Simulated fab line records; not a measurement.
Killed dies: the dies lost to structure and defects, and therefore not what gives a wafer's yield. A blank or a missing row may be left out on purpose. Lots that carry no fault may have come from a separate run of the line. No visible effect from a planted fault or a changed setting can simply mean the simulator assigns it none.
What tool caused it? + flow sfq-line + 13 lots, 39 wafers sampled, at 1 step of a route of 325

## WHAT EACH GAUGE READ, for each wafer
SFQ_L0_RS_MEAS_901: uses a four-point probe to measure.
| lot  | measured    | on            | L0_MONX_KI_RS (ohm/sq) |
|------|-------------|---------------|------------------------|
| L408 | day 1 12:35 | film-metro-03 | 43.4 43.0 43.5         |
| L409 | day 1 17:36 | film-metro-01 | 43.1 43.6 42.9         |
| L410 | day 1 22:36 | film-metro-03 | 43.4 43.9 43.6         |
| L411 | day 2 03:36 | film-metro-03 | 43.0 43.4 42.7         |
| L412 | day 2 08:35 | film-metro-01 | 43.9 43.1 43.9         |
| L413 | day 2 13:37 | film-metro-04 | 43.7 43.9 43.6         |
| L416 | day 3 04:34 | film-metro-01 | 43.1 43.9 43.2         |
| L419 | day 3 19:34 | film-metro-03 | 42.6 42.7 43.1         |
| L421 | day 4 05:35 | film-metro-04 | 43.4 44.0 43.9         |
| L424 | day 4 20:37 | film-metro-03 | 43.9 43.5 43.9         |
| L426 | day 5 06:35 | film-metro-03 | 42.9 43.2 42.9         |
| L430 | day 6 02:36 | film-metro-04 | 43.6 42.9 44.0         |
| L431 | day 6 07:37 | film-metro-01 | 42.7 42.6 42.8         |

## TOOL THAT RAN EACH LOT (tool first, then ch and the chambers of the sampled wafers, then the start)
There is no process step in the record ahead of these readings.

## AS READ BY THE TOOLS THEMSELVES (means over the sampled wafers that have a number; for cases with no such wafer, the mark the record gives instead)
The record holds no such reading with a usual standard deviation.

## THE ANSWER, worked out from the rows above alone
Rule: the lots themselves supply what counts as usual. The widest of any qualifying gaps counts: lots, ordered by their means at a reading, are off when they make up no more than a third of the lots, leave a main group of 4 or more, and stand apart from it by 3 or more times the standard deviation of that group's means. The tables above print the reading to a certain number of digits; a main group whose means all agree to those digits is not used. A lot without any number at a reading at which 4 lots or more have one is off too. Any other lot the step has rows for is counted as sound. First the gauges in route order, then the tools' own readings, where a lot's mean is used as printed above. The first step at which some lot is off is used, and at that step the reading that is off furthest; a lot without a number counts as furthest.
No lot is off at any reading shown: from this, nothing can be told.

## WHAT HAD BEEN PUT IN BY THE SIMULATOR
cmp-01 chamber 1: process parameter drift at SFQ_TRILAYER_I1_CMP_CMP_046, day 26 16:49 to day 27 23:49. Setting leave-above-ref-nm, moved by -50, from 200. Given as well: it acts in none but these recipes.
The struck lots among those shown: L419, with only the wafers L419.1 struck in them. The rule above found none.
